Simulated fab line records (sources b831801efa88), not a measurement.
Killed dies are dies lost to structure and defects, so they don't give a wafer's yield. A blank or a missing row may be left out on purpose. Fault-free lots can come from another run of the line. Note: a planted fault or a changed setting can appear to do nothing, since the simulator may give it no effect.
The tool behind it: which one?	flow gf180mcu	14 lots with 39 wafers sampled at 2 steps, on a route of 602 steps

== WHAT EACH GAUGE READ, for each wafer ==
GF_M4_OVL_MEAS_15. Usual: M4_OVL gives -1 nm (standard deviation 4.9).
lot	measured	on	M4_OVL (nm)	flag
L490	day 23 11:17	overlay-02	0 -1	
L491	day 23 19:38	overlay-02	-9 -3 -1	
L493	day 24 12:20	overlay-01	-6 0 1	
L494	day 24 19:56	overlay-02	0 -4 -4	
L495	day 25 04:58	overlay-02	0 -1 -1	
L496	day 25 16:11	overlay-02	-5 -3 -3	
L501	day 27 10:49	overlay-01	0 0 -4	
L503	day 27 19:14	overlay-01	-1 2 -10	
L504	day 28 03:38	overlay-01	-12 -10 -9	
L507	day 28 23:44	overlay-01	-4 -5 -4	
L508	day 29 04:08	overlay-01	9 8 7	
L510	day 29 19:32	overlay-02	5 0	
L511	day 29 21:14	overlay-02	-2 -5 0	
L512	day 30 06:17	overlay-02	-1 -5	

== WHAT TOOL EACH LOT RAN ON (gives the tool, then ch and the chambers of the sampled wafers, and finally the start) ==
lot	GF_M4_SPUTTER_00
L490	pvd sputter-04, day 22 10:58
L491	pvd sputter-04, day 22 20:20
L493	pvd sputter-01, day 23 13:58
L494	pvd sputter-01, day 23 21:53
L495	pvd sputter-03, day 24 06:20
L496	pvd sputter-01, day 24 18:01
L501	pvd sputter-04, day 26 13:44
L503	pvd sputter-04, day 26 22:07
L504	pvd sputter-04, day 27 07:59
L507	pvd sputter-04, day 28 04:05
L508	pvd sputter-04, day 28 09:31
L510	pvd sputter-04, day 29 00:25
L511	pvd sputter-03, day 29 02:19
L512	pvd sputter-03, day 29 11:25
- GF_M4_SPUTTER_00: material Ti, target thk 37.5 nm, time 150 s.

== WHAT THE TOOLS THEMSELVES READ (means of the sampled wafers that have a number; where no wafer has one, the mark that the record gives instead) ==
GF_M4_SPUTTER_00. Usual: throttle valve pct 30.2 %, standard deviation 1.3.
lot	tool	throttle valve pct (%)	flag
L490	pvd sputter-04	30.2	
L491	pvd sputter-04	31.0	
L493	pvd sputter-01	29.9	
L494	pvd sputter-01	29.7	
L495	pvd sputter-03	30.4	
L496	pvd sputter-01	28.5	
L501	pvd sputter-04	31.3	
L503	pvd sputter-04	30.2	
L504	pvd sputter-04	31.5	
L507	pvd sputter-04	31.0	
L508	pvd sputter-04	30.4	
L510	pvd sputter-04	30.2	
L511	pvd sputter-03	29.3	
L512	pvd sputter-03	28.8	

== THE ANSWER, worked out from the rows above alone ==
Rule: lot off if the mean of its wafers having a number is beyond 3 standard deviations from the usual mean. Also off: a lot with no number at a reading for which 4 or more lots have one. Any other lot the step has rows for is counted as sound. Order of review: gauges by route order, followed by the tools' own readings, for which a lot's mean as printed above is used. The first step at which some lot is off is used, and at that step the reading that is off furthest; a lot without a number counts as furthest.
No lot is off on any of the readings shown, so nothing can be concluded from this.

== WHAT THE SIMULATOR HAD PUT IN ==
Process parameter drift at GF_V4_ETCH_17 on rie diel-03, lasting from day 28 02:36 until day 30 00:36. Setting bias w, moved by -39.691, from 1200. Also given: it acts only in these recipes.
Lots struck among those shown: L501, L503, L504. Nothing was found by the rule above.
